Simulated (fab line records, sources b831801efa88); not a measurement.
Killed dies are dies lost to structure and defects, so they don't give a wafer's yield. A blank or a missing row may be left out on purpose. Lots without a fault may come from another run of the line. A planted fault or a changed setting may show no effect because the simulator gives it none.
fab line records | flow sfq_line
record lots=14 wafers=42 last_day=87
route steps=325 shown L0V@26 I0@43 M2@89 M5@204
lots that met no fault: from a run of the same line without faults
start_h: hours from the record's first day to the start of the lot's first wafer shown | wait_h: hours since the lot's step before | " the same as in the row above | L1.1+2: a row that stands for several wafers | - no value, or no start given | * or withheld: withheld | < > ~ a bound
route shown NAME@n: a module of which the file shows steps, and the number in the route of the first | usual: mean/standard deviation of fault-free wafers | same: alike in all rows | chamber/n: place in a boat | sites: the reading at each site | _std_site: their standard deviation | _edge_site: outer sites' mean less inner sites' | radius_mm: how far each site lies from the wafer's centre | mask NAME#n: copy n | behind: the tool/chamber that last shaped the wafer | hold: why the lot was held/for how many hours/how that ended | device: the transistor (n, p or np) that didn't switch | end of line: the same wafers' tests at the end of the route | a step without rows: its recipe alone | killed: dies lost to structure and defects at the first sort, not the wafer's yield | map: a wafer's dies, x killed, . not, _ none there
set.NAME: the setting as run; set.NAME@STEP: as run at that earlier step | model.NAME: the simulator's own value behind a step, which no gauge read
steps of the route over a sample of lots; a table a step, a row a wafer
services: from which hour (start_h, from the record's first day; less than 0 if before it) a tool's chamber was out of use, for how many hours, and why
## steps
# step SFQ_TRILAYER_L0_VIA_STRIP_STRIP_017
# recipe gas=O2 power_w=200 platen_temp_c=40 overash_fraction=0.65 chemistry=O2 pressure_mtorr=50
# usual drypump_motor_current_A=5.76/0.25 oes_product_au=0.999/0.0077
# columns lot.wafer tool chamber start_h wait_h drypump_motor_current_A oes_product_au rf_hours_counter_h
L548.2 rie_metal-03 0 165.92 - 5.52 1.013 201
L548.4 " 1 " " 6.12 1.010 -
L548.5 " 1 " " 6.07 1.006 -
L549.3 rie_metal-01 0 171.12 - 5.65 1.006 -
L549.4 " 0 " " 5.65 1.003 -
L549.5 " 0 " " 5.68 1.000 -
L550.2 rie_metal-03 1 182.92 - 6.08 1.002 -
L550.4 " 1 " " 6.08 1.000 -
L550.5 " 1 " " 6.12 1.000 -
L555.1 rie_metal-01 1 210.44 - 5.97 1.008 31
L555.2 " 0 " " 5.67 1.009 110
L555.3 " 1 " " 5.98 1.007 -
L558.2 rie_metal-04 0 220.04 - 5.89 0.999 175
L558.4 " 0 " " 5.89 1.006 -
L558.6 " 0 " " 5.90 0.999 -
L562.2 rie_metal-01 0 259.77 - 5.68 1.004 118
L562.3 " 0 " " 5.67 1.021 -
L562.4 " 1 " " 5.97 0.999 -
L564.2 rie_metal-03 1 284.50 - 6.14 0.999 165
L564.3 " 0 " " 5.57 1.000 -
L564.6 " 1 " " 6.11 0.998 -
L565.2 rie_metal-03 0 289.87 - 5.53 1.003 13
L565.4 " 1 " " 6.11 1.008 -
L565.6 " 0 " " 5.59 1.005 -
L566.1 rie_metal-01 0 298.27 - 5.63 1.003 125
L566.2 " 0 " " 5.66 0.987 -
L566.5 " 0 " " 5.67 1.000 -
L567.1 rie_metal-04 0 311.47 - 5.87 0.999 3
L567.2 " 1 " " 5.37 1.002 124
L567.3 " 1 " " 5.37 0.993 -
L568.2 rie_metal-01 0 312.67 - 5.67 0.997 129
L568.3 " 1 " " 5.98 0.979 -
L568.6 " 0 " " 5.68 1.002 -
L569.1 rie_metal-04 1 319.01 - 5.34 0.996 125
L569.2 " 0 " " 5.86 0.989 4
L569.3 " 0 " " 5.85 0.975 -
L570.2 rie_metal-04 0 327.41 - 5.88 0.997 5
L570.5 " 1 " " 5.39 1.017 -
L570.6 " 0 " " 5.91 0.992 -
L571.3 rie_metal-01 1 332.41 - 5.95 0.995 -
L571.5 " 0 " " 5.65 0.992 -
L571.6 " 1 " " 5.96 0.984 -
# step SFQ_TRILAYER_I0_DEP_PECVD_027
# recipe material=SiO2 temp_c=150 time_s=111.11 pressure_torr=2.4 rf_w=183.3 precursor=SiH4/N2O target_thk_nm=500
# usual chamber_pressure_Torr=2.400/0.005 heater_power_w=82/19 rf_fwd_power_W=182.3/0.63 throttle_valve_pct=24.2/1.2
# columns lot.wafer tool chamber start_h wait_h chamber_pressure_Torr heater_power_w rf_fwd_power_W throttle_valve_pct
L548.2 pecvd-02 2 272.64 0.0 2.398 45 183.5 26.3
L548.4 " 0 " " 2.403 110 182.5 24.7
L548.5 " 2 " " 2.394 44 183.4 26.5
L549.3 pecvd-03 0 282.97 0.0 2.404 63 183.0 24.0
L549.4 " 0 " " 2.398 65 182.7 24.2
L549.5 " 1 " " 2.404 89 183.1 24.2
L550.2 pecvd-03 0 295.54 0.0 2.402 60 183.7 24.2
L550.4 " 0 " " 2.400 62 182.6 24.3
L550.5 " 0 " " 2.402 65 182.8 24.0
L555.1 pecvd-03 0 334.28 0.0 2.403 62 183.0 24.2
L555.2 " 1 " " 2.404 84 182.7 24.1
L555.3 " 2 " " 2.393 96 182.4 23.7
L558.2 pecvd-02 0 343.88 0.0 2.403 119 181.6 24.5
L558.4 " 1 " " 2.397 103 181.9 26.3
L558.6 " 2 " " 2.405 37 182.9 26.5
L562.2 pecvd-03 0 389.28 0.0 2.400 67 183.1 24.4
L562.3 " 1 " " 2.399 84 183.1 24.2
L562.4 " 0 " " 2.406 69 182.8 24.5
L564.2 pecvd-03 2 419.57 0.0 2.395 97 181.3 23.8
L564.3 " 0 " " 2.409 57 181.5 24.3
L564.6 " 2 " " 2.397 98 181.8 23.6
L565.2 pecvd-04 2 428.39 0.0 2.405 81 181.6 22.9
L565.4 " 2 " " 2.409 84 181.0 23.4
L565.6 " 0 " " 2.405 91 181.8 22.8
L566.1 pecvd-04 2 436.80 0.0 2.401 79 182.7 23.2
L566.2 " 1 " " 2.403 81 182.7 23.7
L566.5 " 2 " " 2.404 84 182.2 23.3
L567.1 pecvd-02 2 453.98 0.0 2.392 44 182.6 26.7
L567.2 " 1 " " 2.397 99 182.6 25.9
L567.3 " 0 " " 2.398 121 181.6 24.6
L568.2 pecvd-04 2 456.38 0.0 2.406 83 182.0 23.3
L568.3 " 1 " " 2.397 75 182.9 23.9
L568.6 " 0 " " 2.397 90 181.4 23.3
L569.1 pecvd-03 1 463.58 0.0 2.405 84 182.2 24.4
L569.2 " 2 " " 2.397 94 181.5 23.8
L569.3 " 0 " " 2.392 69 182.3 24.5
L570.2 pecvd-04 1 473.18 0.0 2.412 70 182.3 23.9
L570.5 " 0 " " 2.397 94 182.1 23.1
L570.6 " 2 " " 2.400 86 181.5 23.4
L571.3 pecvd-04 2 480.38 0.0 2.402 80 181.4 23.7
L571.5 " 1 " " 2.401 79 182.1 24.1
L571.6 " 0 " " 2.402 88 181.8 23.0
# step SFQ_TRILAYER_M2_DEP_SPUTTER_055
# recipe material=Nb base_pressure_pa=1.33e-06 chamber_pressure_pa=0.1333 substrate_temp_c=20 resputter_cathode_voltage_v=400 target_thk_nm=200 power_w=2000 time_s=133.3
# usual cathode_dc_power_W=2000.0/0.37 throttle_valve_pct=29.9/0.74
# columns lot.wafer tool chamber start_h wait_h cathode_dc_power_W throttle_valve_pct
L548.2 pvd_sputter-06 - 586.92 0.0 2000.1 28.8
L548.4 " - " " 1999.7 29.9
L548.5 " - " " 1999.7 29.7
L549.3 pvd_sputter-05 - 721.35 0.0 2000.2 29.8
L549.4 " - " " 2000.5 29.3
L549.5 " - " " 1999.4 29.6
L550.2 pvd_sputter-05 - 728.55 0.0 2000.2 31.4
L550.4 " - " " 2000.3 29.5
L550.5 " - " " 1999.2 31.7
L555.1 pvd_sputter-04 - 764.55 0.0 1998.9 30.1
L555.2 " - " " 1999.5 29.5
L555.3 " - " " 1264.3 28.6
L558.2 pvd_sputter-04 - 778.95 0.0 2000.3 30.2
L558.4 " - " " 1264.4 29.0
L558.6 " - " " 1999.9 30.3
L562.2 pvd_sputter-06 - 854.52 0.0 2000.4 29.6
L562.3 " - " " 1999.6 30.1
L562.4 " - " " 1999.9 29.6
L564.2 pvd_sputter-04 - 877.32 0.0 1999.9 30.1
L564.3 " - " " 2000.0 30.6
L564.6 " - " " 1999.4 29.6
L565.2 pvd_sputter-05 - 878.53 0.0 1999.4 31.7
L565.4 " - " " 1999.9 29.7
L565.6 " - " " 2000.4 29.8
L566.1 pvd_sputter-06 - 886.24 0.0 2000.4 29.3
L566.2 " - " " 1999.7 29.9
L566.5 " - " " 1999.7 29.6
L567.1 pvd_sputter-04 - 898.20 0.0 2000.1 30.6
L567.2 " - " " 2000.2 28.8
L567.3 " - " " 2000.2 30.1
L568.2 pvd_sputter-06 - 900.60 0.0 1999.9 29.7
L568.3 " - " " 2000.0 29.8
L568.6 " - " " 2000.2 29.1
L569.1 pvd_sputter-04 - 906.60 0.0 2000.2 28.9
L569.2 " - " " 2000.2 29.7
L569.3 " - " " 2000.1 30.8
L570.2 pvd_sputter-04 - 915.00 0.0 2000.0 29.6
L570.5 " - " " 1999.9 30.0
L570.6 " - " " 2000.5 30.6
L571.3 pvd_sputter-04 - 921.00 0.0 2000.0 30.3
L571.5 " - " " 2000.0 30.7
L571.6 " - " " 1999.9 28.8
# step SFQ_M2_RS_MEAS_914
# recipe thk_meas_gauge=four-point-probe reads=Nb_of_TRILAYER_M2_DEP_SPUTTER_055
# usual M2_NB_RS=0.889/0.0098
# columns lot.wafer tool chamber start_h wait_h M2_NB_RS[ohm/sq]
L548.2 film_metro-04 - 587.03 0.1 0.895
L548.4 " - " " 0.893
L548.5 " - " " 0.893
L549.3 film_metro-04 - 721.48 0.1 0.900
L549.4 " - " " 0.883
L549.5 " - " " 0.884
L550.2 film_metro-04 - 728.66 0.1 0.883
L550.4 " - " " 0.883
L550.5 " - " " 0.886
L555.1 film_metro-04 - 764.64 0.0 0.888
L555.2 " - " " 0.879
L555.3 " - " " 1.452
L558.2 film_metro-04 - 779.06 0.1 0.874
L558.4 " - " " 1.427
L558.6 " - " " 0.878
L562.2 film_metro-04 - 854.63 0.1 0.881
L562.3 " - " " 0.884
L562.4 " - " " 0.886
L564.2 film_metro-03 - 877.43 0.1 0.902
L564.3 " - " " 0.915
L564.6 " - " " 0.900
L565.2 film_metro-03 - 878.64 0.1 0.886
L565.4 " - " " 0.884
L565.6 " - " " 0.894
L566.1 film_metro-02 - 886.33 0.0 0.901
L566.2 " - " " 0.902
L566.5 " - " " 0.901
L567.1 film_metro-04 - 898.30 0.1 0.890
L567.2 " - " " 0.881
L567.3 " - " " 0.877
L568.2 film_metro-04 - 900.71 0.1 0.878
L568.3 " - " " 0.888
L568.6 " - " " 0.883
L569.1 film_metro-02 - 906.70 0.1 0.881
L569.2 " - " " 0.881
L569.3 " - " " 0.891
L570.2 film_metro-04 - 915.12 0.1 0.880
L570.5 " - " " 0.889
L570.6 " - " " 0.890
L571.3 film_metro-02 - 921.14 0.1 0.883
L571.5 " - " " 0.888
L571.6 " - " " 0.882
# step SFQ_TRILAYER_M2_ETCH_METAL_ETCH_060
# recipe target=Nb stop_on=SiO2 mask_material=PR chemistry=Cl2/Ar target_depth_nm=240 icp_w=600 bias_w=80 pressure_mtorr=10 time_s=120
# usual bias_w=80.01/0.26 drypump_motor_current_A=5.90/0.29 oes_product_au=0.895/0.0077 rf_fwd_power_W=597.0/2
# columns lot.wafer tool chamber start_h wait_h bias_w drypump_motor_current_A oes_product_au rf_fwd_power_W rf_hours_counter_h
L548.2 rie_metal-01 1 667.35 0.0 79.97 5.98 0.892 596.6 87
L548.4 " 1 " " 79.71 5.98 0.900 596.3 -
L548.5 " 1 " " 80.00 6.00 0.895 594.2 -
L549.3 rie_metal-01 1 728.01 0.1 79.73 5.97 0.890 596.7 -
L549.4 " 0 " " 79.54 5.67 0.898 596.8 -
L549.5 " 0 " " 80.06 5.68 0.905 597.0 -
L550.2 rie_metal-01 1 736.37 0.0 79.79 5.96 0.899 599.8 99
L550.4 " 1 " " 79.83 5.94 0.898 599.0 -
L550.5 " 1 " " 79.59 5.95 0.894 602.9 -
L555.1 rie_metal-01 0 767.59 0.0 79.85 5.64 0.900 596.2 37
L555.2 " 1 " " 80.65 5.97 0.911 599.3 105
L555.3 " 1 " " 80.07 5.96 0.696 597.5 -
L558.2 rie_metal-01 1 782.27 0.0 79.94 5.96 0.904 594.7 107
L558.4 " 1 " " 79.91 5.98 0.705 595.9 -
L558.6 " 1 " " 79.97 5.98 0.901 597.0 -
L562.2 rie_metal-03 0 972.02 0.0 79.85 5.55 0.901 596.0 112
L562.3 " 0 " " 80.31 5.55 0.903 596.2 -
L562.4 " 1 " " 80.38 6.10 0.900 597.8 -
L564.2 rie_metal-01 1 996.22 0.1 80.47 5.96 0.890 600.2 -
L564.3 " 1 " " 80.21 5.98 0.884 596.4 -
L564.6 " 1 " " 80.06 5.97 0.895 600.1 -
L565.2 rie_metal-03 1 998.45 0.0 79.69 6.12 0.903 598.8 96
L565.4 " 0 " " 80.55 5.61 0.900 596.4 -
L565.6 " 0 " " 80.49 5.61 0.890 595.8 -
L566.1 rie_metal-03 1 1009.35 0.1 80.06 6.14 0.890 600.6 99
L566.2 " 1 " " 80.22 6.12 0.888 597.9 -
L566.5 " 1 " " 80.17 6.16 0.887 595.0 -
L567.1 rie_metal-02 1 1023.65 0.0 80.20 6.48 0.896 595.0 115
L567.2 " 0 " " 80.08 5.59 0.894 599.4 87
L567.3 " 1 " " 80.13 6.47 0.890 593.1 -
L568.2 rie_metal-01 1 1027.35 0.1 80.03 5.98 0.906 599.7 -
L568.3 " 1 " " 79.99 6.00 0.898 598.5 -
L568.6 " 1 " " 79.76 5.97 0.904 595.8 -
L569.1 rie_metal-02 0 1037.36 0.0 79.69 5.59 0.898 600.2 90
L569.2 " 1 " " 79.36 6.48 0.902 599.9 118
L569.3 " 0 " " 79.90 5.57 0.898 598.1 -
L570.2 rie_metal-03 0 1051.76 0.0 80.03 5.59 0.914 600.2 128
L570.5 " 1 " " 80.31 6.07 0.890 596.8 -
L570.6 " 0 " " 79.83 5.56 0.889 598.6 -
L571.3 rie_metal-02 1 1055.40 0.1 79.93 6.51 0.906 595.2 -
L571.5 " 1 " " 80.10 6.49 0.892 597.4 -
L571.6 " 0 " " 79.95 5.58 0.898 596.3 -
# step SFQ_M5_OVL_MEAS_932
# usual M5_OVL=1/5.2
# columns lot.wafer tool chamber start_h wait_h M5_OVL[nm]
L548.2 overlay-01 - 1174.34 0.1 -1
L548.4 " - " " 5
L548.5 " - " " 8
L549.3 overlay-02 - 1181.16 0.1 -2
L549.4 " - " " 0
L549.5 " - " " 1
L550.2 overlay-02 - 1183.56 0.1 -2
L550.4 " - " " -3
L550.5 " - " " 3
L555.1 overlay-01 - 1366.31 0.1 4
L555.2 " - " " -2
L555.3 " - " " 1
L558.2 overlay-02 - 1495.68 0.1 -2
L558.4 " - " " -5
L558.6 " - " " -6
L562.2 overlay-02 - 1510.20 0.1 -1
L562.3 " - " " -6
L562.4 " - " " -6
L564.2 overlay-01 - 1513.80 0.1 5
L564.3 " - " " -2
L564.6 " - " " 3
L565.2 overlay-01 - 1515.00 0.1 -15
L565.4 " - " " -7
L565.6 " - " " -17
L566.1 overlay-02 - 1516.20 0.1 -6
L566.2 " - " " -2
L566.5 " - " " -12
L567.1 overlay-02 - 1550.00 0.1 5
L567.2 " - " " 2
L567.3 " - " " 9
L568.2 overlay-01 - 1553.60 0.1 -3
L568.3 " - " " -1
L568.6 " - " " -3
L569.1 overlay-02 - 1559.60 0.1 -4
L569.2 " - " " 1
L569.3 " - " " -1
L570.2 overlay-02 - 1584.35 0.1 7
L570.5 " - " " 7
L570.6 " - " " 4
L571.3 overlay-02 - 1825.34 0.1 7
L571.5 " - " " 3
L571.6 " - " " 3
## services
# columns tool chamber start_h hours kind
rie_metal-03 - 150.23 5.7 repair
rie_metal-01 1 155.82 48.1 repair
pvd_sputter-04 - 202.22 1.6 repair
rie_metal-01 1 262.61 12.2 repair
rie_metal-03 - 283.13 0.6 repair
pecvd-03 0 284.56 4.9 repair
pecvd-03 2 284.61 18.5 repair
rie_metal-01 1 295.68 6.8 repair
pvd_sputter-04 - 334.39 11.6 repair
pecvd-03 1 367.58 5.8 repair
pecvd-03 1 396.65 3.4 repair
rie_metal-01 - 433.65 3.9 repair
rie_metal-03 - 544.05 1.4 repair
rie_metal-03 - 628.69 0.4 repair
rie_metal-03 1 659.17 1.6 repair
pvd_sputter-04 - 665.22 8.7 repair
rie_metal-03 0 688.31 6.8 repair
rie_metal-01 - 752.54 0.2 repair
rie_metal-01 1 758.46 3.1 repair
rie_metal-01 - 885.37 2.8 pm
rie_metal-01 0 931.22 189.0 repair
rie_metal-03 - 994.66 2.8 pm
pvd_sputter-04 - 1004.11 4.9 repair
rie_metal-03 0 1009.15 10.0 repair
## key
first_sign step=SFQ_TRILAYER_M2_DEP_SPUTTER_055 reading=cathode_dc_power_W direction=down sigmas=99+ usual=2000.0 struck=1264.3
effect step=SFQ_M2_RS_MEAS_914 reading=M2_NB_RS direction=up sigmas=56 usual=0.889 struck=1.439
effect step=SFQ_TRILAYER_M2_ETCH_METAL_ETCH_060 reading=oes_product_au direction=down sigmas=25 usual=0.895 struck=0.701
met_at SFQ_TRILAYER_M2_DEP_SPUTTER_055
struck_lots L555,L558
struck_wafers L555.3,L558.4
not_acting_at SFQ_TRILAYER_L0_VIA_STRIP_STRIP_017,SFQ_TRILAYER_I0_DEP_PECVD_027,SFQ_M5_OVL_MEAS_932
fault kind=process_parameter_drift tool=pvd_sputter-04 chamber=- onset_h=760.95 steps=SFQ_TRILAYER_M2_DEP_SPUTTER_055 channel=power_w offset=-735.35 shape=step end_h=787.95 acts_in=these_recipes_only stated=2000 scope=struck_wafers_only
